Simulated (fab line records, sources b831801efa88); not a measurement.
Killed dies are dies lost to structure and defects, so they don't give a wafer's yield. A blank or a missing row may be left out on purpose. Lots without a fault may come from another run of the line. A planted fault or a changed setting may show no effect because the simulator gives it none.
Tool commonality check | flow gf180mcu | 11 lots, 33 wafers sampled

WHY IT WAS OPENED
At GF_PSD_TW_MEAS_11 the reading PSD_TW is flagged on 3 of 11 lots. Wafers without a fault read 3204, standard deviation 31.
Rule: a lot is flagged when every wafer of it that has a number lies more than 4 standard deviations from that mean, or none has a number. The other lots count as sound.

lot  | measured     | on            | PSD_TW, wafer by wafer | flag
L836 | day 14 05:18 | film_metro-04 | 3247 3252 3214         |
L837 | day 14 10:35 | film_metro-04 | 3210 3233 3235         |
L839 | day 15 08:23 | film_metro-03 | 3184 3183 3165         |
L848 | day 18 20:31 | film_metro-04 | 3524 3532 3508         | FLAGGED
L849 | day 18 22:02 | film_metro-04 | 3496 3525 3541         | FLAGGED
L851 | day 19 20:36 | film_metro-03 | 3449 3450 3442         | FLAGGED
L852 | day 19 23:20 | film_metro-04 | 3224 3242 3228         |
L854 | day 20 19:24 | film_metro-02 | 3204 3223 3207         |
L855 | day 21 06:34 | film_metro-02 | 3176 3196 3199         |
L857 | day 21 17:53 | film_metro-04 | 3250 3249 3260         |
L858 | day 22 03:16 | film_metro-03 | 3173 3168 3162         |
The numbers of the flagged lots are 3496 on average: +292 against the usual, or +9 standard deviations.

WHICH TOOL RAN EACH LOT
The record holds 3 process steps before the reading, out of a route of 602 steps. In each cell: the tool, then ch and the chambers that the sampled wafers went through, then the start.
lot  | flag    | GF_POLY_GATE_STRIP_14                | GF_PSD_IMPLANT_09               | GF_PSD_STRIP_10
L836 |         | plasma_asher-02 ch 0, day 9 06:43    | implanter-03 ch 0, day 14 05:03 | plasma_asher-03 ch 0,1, day 14 05:12
L837 |         | plasma_asher-02 ch 0,1, day 9 12:23  | implanter-03 ch 0, day 14 10:20 | plasma_asher-03 ch 0,1, day 14 10:29
L839 |         | plasma_asher-01 ch 0,1, day 10 01:29 | implanter-04 ch 0, day 15 08:11 | plasma_asher-01 ch 0,1, day 15 08:17
L848 | FLAGGED | plasma_asher-01 ch 0,1, day 13 00:56 | implanter-03 ch 0, day 18 20:18 | plasma_asher-02 ch 0,1, day 18 20:25
L849 | FLAGGED | plasma_asher-01 ch 0,1, day 13 01:40 | implanter-03 ch 0, day 18 21:48 | plasma_asher-01 ch 0,1, day 18 21:56
L851 | FLAGGED | plasma_asher-04 ch 0,1, day 13 17:16 | implanter-03 ch 0, day 19 20:21 | plasma_asher-01 ch 1, day 19 20:30
L852 |         | plasma_asher-01 ch 0, day 13 20:04   | implanter-04 ch 0, day 19 23:06 | plasma_asher-03 ch 0,1, day 19 23:14
L854 |         | plasma_asher-04 ch 0,1, day 14 18:19 | implanter-02 ch 0, day 20 19:11 | plasma_asher-03 ch 0,1, day 20 19:19
L855 |         | plasma_asher-02 ch 0, day 15 01:05   | implanter-02 ch 0, day 21 06:19 | plasma_asher-01 ch 0,1, day 21 06:27
L857 |         | plasma_asher-01 ch 0,1, day 15 12:25 | implanter-04 ch 0, day 21 17:38 | plasma_asher-02 ch 0,1, day 21 17:47
L858 |         | plasma_asher-02 ch 1, day 15 22:53   | implanter-04 ch 0, day 22 03:01 | plasma_asher-01 ch 0, day 22 03:09
What these steps do:
- GF_POLY_GATE_STRIP_14: strips in O2/N2.
- GF_PSD_IMPLANT_09
- GF_PSD_STRIP_10: strips in O2/N2.
- GF_PSD_TW_MEAS_11

FLAGGED OVER TOTAL, TOOL BY TOOL (the gauges that took the reading come last)
step                  | tool            | lots run | flagged | share of the flagged lots | sound lots run after its first flagged lot
GF_POLY_GATE_STRIP_14 | plasma_asher-01 | 5        | 2       | some                      | 2 (L852,L857)
GF_POLY_GATE_STRIP_14 | plasma_asher-02 | 4        | 0       | none                      | -
GF_POLY_GATE_STRIP_14 | plasma_asher-04 | 2        | 1       | some                      | 1 (L854)
GF_PSD_IMPLANT_09     | implanter-02    | 2        | 0       | none                      | -
GF_PSD_IMPLANT_09     | implanter-03    | 5        | 3       | all                       | 0
GF_PSD_IMPLANT_09     | implanter-04    | 4        | 0       | none                      | -
GF_PSD_STRIP_10       | plasma_asher-01 | 5        | 2       | some                      | 2 (L855,L858)
GF_PSD_STRIP_10       | plasma_asher-02 | 2        | 1       | some                      | 1 (L857)
GF_PSD_STRIP_10       | plasma_asher-03 | 4        | 0       | none                      | -
GF_PSD_TW_MEAS_11     | film_metro-02   | 2        | 0       | none                      | -
GF_PSD_TW_MEAS_11     | film_metro-03   | 3        | 1       | some                      | 1 (L858)
GF_PSD_TW_MEAS_11     | film_metro-04   | 6        | 2       | some                      | 2 (L852,L857)

WHAT THE TABLE ALLOWS
1 row of the table ran every flagged lot: implanter-03 at GF_PSD_IMPLANT_09.
- implanter-03 at GF_PSD_IMPLANT_09: 3 of its 5 lots flagged. Its last sound lot is L837 (day 14 10:20), its first flagged lot L848 (day 18 20:18): a fault that began between those two fits. Its own readings lie more than 4 standard deviations out on every wafer of the flagged lots: beam_energy_keV.
One tool is left: implanter-03 at GF_PSD_IMPLANT_09.

WHAT THE SIMULATOR HAD PUT IN
Process parameter drift: implanter-03, from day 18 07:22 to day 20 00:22, at GF_PSD_IMPLANT_09. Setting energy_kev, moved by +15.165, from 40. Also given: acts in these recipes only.
Lots struck among those shown: L848, L849, L851. The rule above found the same.
